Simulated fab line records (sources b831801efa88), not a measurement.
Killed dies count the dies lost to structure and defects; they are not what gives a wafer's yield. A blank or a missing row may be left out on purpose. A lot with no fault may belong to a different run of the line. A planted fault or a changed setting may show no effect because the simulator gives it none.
Code-filled problem report in 8D (eight disciplines) form | flow gf180mcu | the parts of the form that need people (team, actions taken, sign-off) are left out

## 1. PROBLEM STATEMENT
MIM_CVD_05_THK at GF_MIM_THK_MEAS_06 reads a mean of 44.6 nm on 2 wafers of 2 lots; wafers without a fault read 42.0 nm with a standard deviation of 0.52. Measured from the usual mean, that is +5.0 standard deviations.
First observed at day 26 10:11: wafer L914.2, on film metro-02. The record has a number at this step for 36 wafers belonging to 12 lots. Rule for "out" (also "out of limits"): further than 4 standard deviations from the usual mean. The other wafers with a number count as sound.

## 2. WHAT IT IS, AND WHAT IT ISN'T
question                    | is                           | is not
which readings at this step | MIM_CVD_05_THK               | -
which lots                  | L914, L915                   | L909, L910, L912, L919, L923, L927, L928, L929, L930, L932
which wafers of those lots  | L914.2, L915.3               | L914.5, L914.6, L915.1, L915.5
read on which gauges        | film metro-02, film metro-04 | film metro-01
when                        | from day 26 10:11            | up to then (11 sound wafers); but 23 sound wafers of L915, L919, L923, L927, L928, L929, L930, L932 came after

## 3. WHAT RULES OUT EACH SUSPECT
Counting: if a tool at a process step up to the reading ran every lot that is out, it stays a suspect. Sound lots after the first of them don't rule it out here, since some wafers of a struck lot are sound.
- ruled out: the gauge at GF_MIM_THK_MEAS_06. The wafers that are out were read on 2 gauges (film metro-02, film metro-04).
- pvd sputter-01 at GF_M4_SPUTTER_03 (material Ti, target thk 10 nm, time 6.7 s): kept. It ran every lot that is out, first L914 (day 24 12:04).
- pecvd-02 at GF_MIM_CVD_05 (deposits Si3N4, target thk 42 nm, time 29.086 s): kept. Every lot that is out went through it, the first being L914 (day 26 10:08); the last sound lot it ran before that was L910 (day 25 03:24).
What counting leaves: pvd sputter-01 at GF_M4_SPUTTER_03 and pecvd-02 at GF_MIM_CVD_05.

## 4. THE CAUSE (what the simulator had put in)
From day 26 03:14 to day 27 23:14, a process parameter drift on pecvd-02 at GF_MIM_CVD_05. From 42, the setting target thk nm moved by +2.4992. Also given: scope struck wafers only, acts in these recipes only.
Of the 2 suspects that counting leaves, this tool is one.

## 5. THE CHAIN OF EFFECTS, in route order
Each row: a reading whose mean over the struck wafers that have a number lies more than 3 standard deviations from the usual. Only readings whose record carries a usual standard deviation are examined. hours: median over the lots of the time between each lot's start at the first step of this table that gives one and its start at this step. sigmas: the change, counted in usual standard deviations.
hours | step               | reading        | usual   | on struck wafers | change | sigmas
0     | GF_MIM_THK_MEAS_06 | MIM_CVD_05_THK | 42.0 nm | 44.6             | +2.6   | +5.0

## 6. WHAT WOULD HAVE CAUGHT IT SOONER
The first out-of-limits reading at a measuring or inspecting step in this record came at day 26 10:11, 7 hours after the fault's start at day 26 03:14.
An alarm limit of 4 standard deviations would not have fired on the tool readings at GF_MIM_CVD_05 for which the record gives a usual standard deviation, since none of them was out on any struck wafer.
Among the 2 lots that are out, L915 began GF_MIM_CVD_05 on pecvd-02 after day 26 10:11. Putting the tool on hold at that point would have spared it.
